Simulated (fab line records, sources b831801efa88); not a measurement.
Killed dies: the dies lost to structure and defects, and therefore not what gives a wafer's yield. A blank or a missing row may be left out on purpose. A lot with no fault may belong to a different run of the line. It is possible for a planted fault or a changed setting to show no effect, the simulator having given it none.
fab line records	flow gf180mcu
[record] lots = 13	wafers = 39	last-day = 34
route steps=602 shown VT_IMPLANT@131 NSD@247 SAB@264
lots that met no fault: from a run of the same line without faults
start-h: the number of hours between the record's first day and the start of the first shown wafer of the lot	wait-h: how many hours have passed since the lot's step before this one	" repeats the value in the row above	L1.1+2: a row that stands for several wafers	- no value, or no start given	* or withheld: withheld	< > ~ a bound
route shown NAME@n: names a module that has steps shown in the file, with the first one's number in the route	usual: mean and standard deviation over wafers with no fault	same: alike in all rows	chamber/n: place in a boat	sites: readings site by site	_std_site: standard deviation of those values	_edge_site: the outer-site mean with the inner-site mean subtracted	radius-mm: for every site, how far away it sits from the centre of the wafer	mask NAME#n: copy n	behind: the last tool/chamber to shape the wafer	hold: why the lot was held/for how many hours/how that ended	device: transistor that didn't switch, given as n, p or np	end of line: the tests these same wafers got at the end of their route	a step with no rows: only its recipe	killed: dies that structure and defects cost at the first sort, which is not the same as the wafer's yield	map: per-die view of a wafer (x killed, . not killed, _ where there is no die)
set.NAME: setting as actually run; set.NAME@STEP: the setting as run at that earlier step	model.NAME: the simulator's own value behind a step, which no gauge read
one table for each step of the route and one row for each wafer, over a sample of lots
services: the hour from which a tool's chamber was out of use, counted from the record's first day as start-h (under 0 if before that day), plus the number of hours and why
[[steps]]
[step GF_VT_IMPLANT_IMPLANT_41]
[recipe] species = As	energy-kev = 70	dose-cm2 = 1.013e+12	tilt-deg = 7
[usual] beam-energy-keV = 70.001/0.022	dose-ions-cm2 = 1.0129e+12/1.1e+09	faraday-current-uA = 5.71/0.11
lot.wafer	tool	chamber	start-h	wait-h	beam-energy-keV	dose-ions-cm2	faraday-current-uA
L340.1	implanter-04	0	178.73	0.0	69.990	1.0133e+12	5.94
L340.3	"	0	"	"	70.005	1.0137e+12	5.66
L340.5	"	0	"	"	69.994	1.0134e+12	5.83
L342.1	implanter-02	0	192.47	0.0	69.987	1.0143e+12	5.84
L342.4	"	0	"	"	70.007	1.0119e+12	5.76
L342.6	"	0	"	"	69.968	1.0122e+12	5.88
L344.2	implanter-03	0	203.91	0.0	70.044	1.0141e+12	5.69
L344.3	"	0	"	"	70.020	1.0145e+12	5.58
L344.4	"	0	"	"	70.032	1.012e+12	5.57
L345.1	implanter-02	0	211.12	0.0	70.031	1.0118e+12	5.87
L345.4	"	0	"	"	70.040	1.0127e+12	5.75
L345.6	"	0	"	"	69.981	1.0133e+12	5.55
L346.3	implanter-03	0	218.23	0.1	70.021	1.0108e+12	5.75
L346.4	"	0	"	"	70.009	1.0142e+12	5.81
L346.6	"	0	"	"	69.999	1.0124e+12	5.73
L347.1	implanter-03	0	221.98	0.0	70.018	1.0132e+12	5.53
L347.5	"	0	"	"	69.993	1.0139e+12	5.68
L347.6	"	0	"	"	70.025	1.0127e+12	5.70
L348.1	implanter-02	0	228.37	0.0	70.029	1.0112e+12	5.68
L348.2	"	0	"	"	70.002	1.0115e+12	5.68
L348.4	"	0	"	"	69.971	1.0124e+12	5.67
L349.2	implanter-04	0	233.65	0.0	69.970	1.0124e+12	5.98
L349.3	"	0	"	"	69.985	1.0136e+12	5.76
L349.4	"	0	"	"	70.005	1.0127e+12	5.66
L353.4	implanter-02	0	259.41	0.1	69.949	1.0136e+12	5.53
L353.5	"	0	"	"	69.972	1.0136e+12	5.71
L353.6	"	0	"	"	69.968	1.0135e+12	5.70
L356.3	implanter-03	0	279.18	0.1	70.016	4.4161e+12	24.35
L356.5	"	0	"	"	69.978	4.4151e+12	24.70
L356.6	"	0	"	"	69.981	4.4145e+12	25.05
L357.2	implanter-03	0	282.00	0.0	69.969	4.4151e+12	24.49
L357.3	"	0	"	"	70.011	4.4138e+12	24.15
L357.5	"	0	"	"	69.983	4.4139e+12	24.49
L359.2	implanter-02	0	297.80	0.0	70.028	1.0116e+12	5.61
L359.5	"	0	"	"	70.050	1.0125e+12	5.61
L359.6	"	0	"	"	70.023	1.0125e+12	5.49
L360.2	implanter-04	0	304.65	0.0	70.001	1.0123e+12	5.72
L360.4	"	0	"	"	69.982	1.0115e+12	5.70
L360.6	"	0	"	"	70.000	1.0119e+12	5.59
[step GF_VT_IMPLANT_TW_MEAS_43]
[usual] VT_IMPLANT_4_TW = 695/3.3
lot.wafer	tool	chamber	start-h	wait-h	VT_IMPLANT_4_TW
L340.1	film-metro-01	-	178.98	0.1	693
L340.3	"	-	"	"	695
L340.5	"	-	"	"	691
L342.1	film-metro-02	-	192.72	0.1	692
L342.4	"	-	"	"	695
L342.6	"	-	"	"	694
L344.2	film-metro-02	-	204.14	0.1	699
L344.3	"	-	"	"	696
L344.4	"	-	"	"	695
L345.1	film-metro-01	-	211.37	0.1	694
L345.4	"	-	"	"	692
L345.6	"	-	"	"	693
L346.3	film-metro-02	-	218.45	0.1	695
L346.4	"	-	"	"	690
L346.6	"	-	"	"	689
L347.1	film-metro-04	-	222.23	0.1	695
L347.5	"	-	"	"	697
L347.6	"	-	"	"	696
L348.1	film-metro-02	-	228.62	0.1	693
L348.2	"	-	"	"	696
L348.4	"	-	"	"	689
L349.2	film-metro-02	-	233.93	0.1	691
L349.3	"	-	"	"	697
L349.4	"	-	"	"	690
L353.4	film-metro-01	-	259.61	0.1	698
L353.5	"	-	"	"	695
L353.6	"	-	"	"	696
L356.3	film-metro-01	-	279.40	0.1	1112
L356.5	"	-	"	"	1103
L356.6	"	-	"	"	1103
L357.2	film-metro-02	-	282.23	0.1	1107
L357.3	"	-	"	"	1102
L357.5	"	-	"	"	1104
L359.2	film-metro-04	-	298.03	0.1	700
L359.5	"	-	"	"	699
L359.6	"	-	"	"	699
L360.2	film-metro-02	-	304.88	0.1	694
L360.4	"	-	"	"	700
L360.6	"	-	"	"	697
[step GF_NSD_TW_MEAS_12]
[usual] NSD_TW = 4277/23
lot.wafer	tool	chamber	start-h	wait-h	NSD_TW
L340.1	film-metro-01	-	326.94	0.1	4270
L340.3	"	-	"	"	4288
L340.5	"	-	"	"	4273
L342.1	film-metro-02	-	347.04	0.1	4296
L342.4	"	-	"	"	4282
L342.6	"	-	"	"	4281
L344.2	film-metro-02	-	362.16	0.1	4301
L344.3	"	-	"	"	4288
L344.4	"	-	"	"	4304
L345.1	film-metro-01	-	378.30	0.1	4263
L345.4	"	-	"	"	4262
L345.6	"	-	"	"	4258
L347.1	film-metro-01	-	378.64	0.1	4227
L347.5	"	-	"	"	4254
L347.6	"	-	"	"	4265
L346.3	film-metro-04	-	378.96	0.1	4257
L346.4	"	-	"	"	4262
L346.6	"	-	"	"	4262
L348.1	film-metro-02	-	394.30	0.1	4274
L348.2	"	-	"	"	4257
L348.4	"	-	"	"	4246
L349.2	film-metro-04	-	395.20	0.1	4261
L349.3	"	-	"	"	4257
L349.4	"	-	"	"	4263
L353.4	film-metro-01	-	430.17	0.1	4249
L353.5	"	-	"	"	4269
L353.6	"	-	"	"	4262
L357.2	film-metro-04	-	455.80	0.1	4304
L357.3	"	-	"	"	4309
L357.5	"	-	"	"	4329
L356.3	film-metro-04	-	459.56	0.1	4276
L356.5	"	-	"	"	4277
L356.6	"	-	"	"	4278
L359.2	film-metro-01	-	475.01	0.1	4233
L359.5	"	-	"	"	4266
L359.6	"	-	"	"	4254
L360.2	film-metro-04	-	475.61	0.1	4301
L360.4	"	-	"	"	4282
L360.6	"	-	"	"	4289
[step GF_SAB_CVD_00]
[recipe] material = SiO2	target-thk-nm = 50	precursor = TEOS	temp-c = 400	time-s = 4.9302	rf-w = 600
[usual] heater-power-w = 687/130
lot.wafer	tool	chamber	start-h	wait-h	heater-power-w
L340.1	pecvd-01	1	349.02	0.1	702
L340.3	"	0	"	"	716
L340.5	"	1	"	"	689
L342.1	pecvd-03	1	370.39	0.1	646
L342.4	"	0	"	"	685
L342.6	"	1	"	"	650
L344.2	pecvd-01	1	384.68	0.1	713
L344.3	"	2	"	"	724
L344.4	"	1	"	"	713
L345.1	pecvd-01	2	401.44	0.1	738
L345.4	"	1	"	"	680
L345.6	"	0	"	"	780
L347.1	pecvd-03	0	402.37	0.1	609
L347.5	"	1	"	"	666
L347.6	"	2	"	"	474
L346.3	pecvd-01	1	402.49	0.1	684
L346.4	"	1	"	"	676
L346.6	"	0	"	"	778
L348.1	pecvd-01	2	417.63	0.1	630
L348.2	"	0	"	"	745
L348.4	"	2	"	"	640
L349.2	pecvd-03	2	419.64	0.1	472
L349.3	"	1	"	"	635
L349.4	"	0	"	"	677
L353.4	pecvd-01	1	454.94	0.0	592
L353.5	"	0	"	"	791
L353.6	"	2	"	"	708
L357.2	pecvd-01	0	480.44	0.1	750
L357.3	"	2	"	"	749
L357.5	"	1	"	"	666
L356.3	pecvd-01	2	483.68	0.1	717
L356.5	"	2	"	"	727
L356.6	"	0	"	"	696
L359.2	pecvd-03	2	499.43	0.1	549
L359.5	"	0	"	"	692
L359.6	"	2	"	"	547
L360.2	pecvd-04	1	499.87	0.1	485
L360.4	"	1	"	"	500
L360.6	"	1	"	"	505
[step GF_SAB_STRIP_13]
[recipe] chemistry = O2/N2	power-w = 1400	pressure-mtorr = 1500	platen-temp-c = 250	o2-flow-sccm = 3000	n2-flow-sccm = 300	overash-fraction = 0.5
[usual] drypump-motor-current-A = 5.9/0.38	heater-power-w = 326/25	oes-product-au = 0.710/0.0048	platen-temp-c = 249.98/0.18	strip-time-to-endpoint-s = 12.61/0.036
lot.wafer	tool	chamber	start-h	wait-h	drypump-motor-current-A	heater-power-w	oes-product-au	platen-temp-c	rf-hours-counter-h	strip-time-to-endpoint-s
L340.1	plasma-asher-02	0	371.84	0.0	5.5	380	0.709	250.27	70	12.59
L340.3	"	1	"	"	5.7	330	0.708	250.22	-	12.55
L340.5	"	1	"	"	5.8	335	0.724	250.07	-	12.58
L342.1	plasma-asher-03	1	393.59	0.0	6.5	325	0.717	250.27	78	12.63
L342.4	"	1	"	"	6.5	316	0.718	249.88	-	12.63
L342.6	"	1	"	"	6.5	321	0.703	250.12	-	12.61
L344.2	plasma-asher-03	1	407.89	0.0	6.5	316	0.709	249.71	80	12.58
L344.3	"	1	"	"	6.4	318	0.711	249.67	-	12.63
L344.4	"	0	"	"	5.7	320	0.710	249.93	-	12.63
L345.1	plasma-asher-03	0	424.79	0.0	5.7	313	0.700	249.95	81	12.60
L345.4	"	1	"	"	6.4	321	0.714	250.02	-	12.65
L345.6	"	1	"	"	6.4	321	0.708	249.72	-	12.64
L347.1	plasma-asher-04	0	425.89	0.0	6.4	278	0.709	250.02	31	12.54
L347.5	"	0	"	"	6.4	273	0.708	250.10	-	12.55
L347.6	"	1	"	"	5.7	321	0.706	249.98	-	12.57
L346.3	plasma-asher-03	0	426.22	0.0	5.7	309	0.721	250.10	-	12.56
L346.4	"	1	"	"	6.5	325	0.712	250.05	-	12.60
L346.6	"	0	"	"	5.7	311	0.714	250.06	-	12.56
L348.1	plasma-asher-04	1	440.99	0.0	5.7	318	0.702	250.21	33	12.68
L348.2	"	0	"	"	6.4	276	0.707	249.76	33	12.73
L348.4	"	0	"	"	6.5	276	0.714	250.03	-	12.68
L349.2	plasma-asher-03	1	442.36	0.0	6.5	314	0.708	250.34	83	12.63
L349.3	"	1	"	"	6.4	312	0.712	250.13	-	12.66
L349.4	"	0	"	"	5.7	311	0.702	249.88	-	12.61
L353.4	plasma-asher-03	1	479.77	0.0	6.5	334	0.705	250.06	-	12.60
L353.5	"	1	"	"	6.5	313	0.702	249.91	-	12.64
L353.6	"	0	"	"	5.7	319	0.703	249.72	-	12.60
L357.2	plasma-asher-03	0	504.76	0.0	5.7	310	0.715	249.85	90	12.60
L357.3	"	0	"	"	5.7	308	0.717	249.87	-	12.62
L357.5	"	1	"	"	6.5	321	0.697	249.88	-	12.57
L356.3	plasma-asher-03	0	507.47	0.0	5.7	315	0.714	250.18	-	12.58
L356.5	"	1	"	"	6.5	317	0.710	250.11	-	12.60
L356.6	"	0	"	"	5.7	323	0.710	250.00	-	12.60
L359.2	plasma-asher-03	0	522.61	0.0	5.7	307	0.707	250.09	91	12.63
L359.5	"	1	"	"	6.4	323	0.707	249.89	-	12.64
L359.6	"	0	"	"	5.7	316	0.707	249.77	-	12.62
L360.2	plasma-asher-03	1	523.23	0.0	6.5	317	0.713	249.80	92	12.60
L360.4	"	1	"	"	6.5	325	0.709	249.88	-	12.58
L360.6	"	1	"	"	6.5	326	0.705	249.84	-	12.57
[[services]]
tool	chamber	start-h	hours	kind
pecvd-01	1	162.66	18.3	repair
implanter-02	-	166.94	14.8	pm
pecvd-01	-	184.53	1.3	repair
implanter-02	-	185.62	4.4	repair
pecvd-01	1	212.32	25.9	repair
implanter-03	-	213.97	4.2	repair
pecvd-01	-	220.97	2.6	repair
implanter-02	-	225.89	0.6	repair
pecvd-01	2	229.54	31.5	repair
plasma-asher-03	-	239.44	0.3	repair
pecvd-01	-	271.03	0.9	repair
pecvd-01	-	276.44	5.5	pm
plasma-asher-03	-	291.13	2.4	repair
pecvd-01	-	295.15	0.4	repair
plasma-asher-03	-	322.05	1.3	repair
pecvd-01	-	326.86	1.0	repair
implanter-02	-	333.80	4.5	pm
implanter-03	-	349.63	2.6	pm
implanter-03	-	359.20	3.3	pm
pecvd-01	-	368.88	14.0	pm
implanter-02	-	392.30	6.0	pm
pecvd-01	-	409.94	2.8	pm
implanter-02	-	472.34	2.8	repair
plasma-asher-03	-	513.05	1.2	repair
[[key]]
[first-sign] step = GF_VT_IMPLANT_IMPLANT_41	reading = dose-ions-cm2	direction = up	sigmas = 99+	usual = 1.0129e+12	struck = 4.4148e+12
[effect] step = GF_VT_IMPLANT_IMPLANT_41	reading = faraday-current-uA	direction = up	sigmas = 99+	usual = 5.71	struck = 24.54
[effect] step = GF_VT_IMPLANT_TW_MEAS_43	reading = VT_IMPLANT_4_TW	direction = up	sigmas = 99+	usual = 695	struck = 1105
met-at GF_VT_IMPLANT_IMPLANT_41
struck-lots L356,L357
tester-left-out L356,L357
not-acting-at GF_NSD_TW_MEAS_12,GF_SAB_CVD_00,GF_SAB_STRIP_13
onset-between 221.98 279.18
[fault] kind = process-parameter-drift	tool = implanter-03	chamber = -	onset-h = 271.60	steps = GF_VT_IMPLANT_IMPLANT_41	channel = dose-cm2	offset = 3.4022e+12	shape = step	end-h = 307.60	acts-in = these-recipes-only	stated = 1.013e+12
// tester-left-out: of these lots the tester's yield and bins aren't shown, on N5 and GAA mostly nor the transistor test; their killed dies are dies lost to structure and defects alone, not to doping, threshold or leakage, so they don't give the yield
